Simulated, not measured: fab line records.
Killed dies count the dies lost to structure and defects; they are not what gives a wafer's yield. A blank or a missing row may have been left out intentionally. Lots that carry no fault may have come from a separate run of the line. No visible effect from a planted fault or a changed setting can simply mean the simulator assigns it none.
Matching of chambers | flow sky130 | cmp-01 running SKY_VIA1_CMP_02: 4 sister chambers
The step polishes SiO2. 4 wafers are shown with their chamber, then 7 later ones without.

## WAFERS PAIRED WITH THEIR CHAMBERS
wafer  | chamber | motor current A (A)
L117.3 | 0       | 12.3
L120.2 | 3       | 12.0
L119.2 | 2       | 11.8
L119.3 | 1       | 10.7

## WAFERS MISSING THEIR CHAMBER
wafer  | motor current A (A)
L119.5 | 13.0
L126.1 | 11.9
L126.4 | 11.4
L126.5 | 12.4
L124.2 | 12.3
L124.4 | 11.3
L124.5 | 11.0

## WHICH CHAMBER EACH WENT THROUGH
wafer  | from the rows above               | in truth
L119.5 | can't be placed: 0 or 3 or 2      | 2
L126.1 | can't be placed: 2 or 3 or 0      | 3
L126.4 | can't be placed: 2 or 3 or 1 or 0 | 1
L126.5 | can't be placed: 0 or 3 or 2      | 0
L124.2 | can't be placed: 0 or 3 or 2      | 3
L124.4 | can't be placed: 2 or 1 or 3 or 0 | 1
L124.5 | can't be placed: 1 or 2 or 3      | 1
Correctly placed: 0 of 7. These rows do not allow placing 7 (true chamber among the candidates in 7). Placed wrongly: 0.
How it was worked out, from the rows above alone: a wafer's distance from a chamber is the root of the sum, over the readings, of the square of ((its reading less the chamber's mean) divided by the reading's scatter). If the next closest chamber is less than 2 further off than the closest, the wafer can't be placed; otherwise it belongs to the closest. For every chamber, the mean is computed from those of its wafers that are shown. The scatter: with one shown wafer a chamber, the root of the mean of the squares of how far each hidden wafer lies from its nearest shown one.
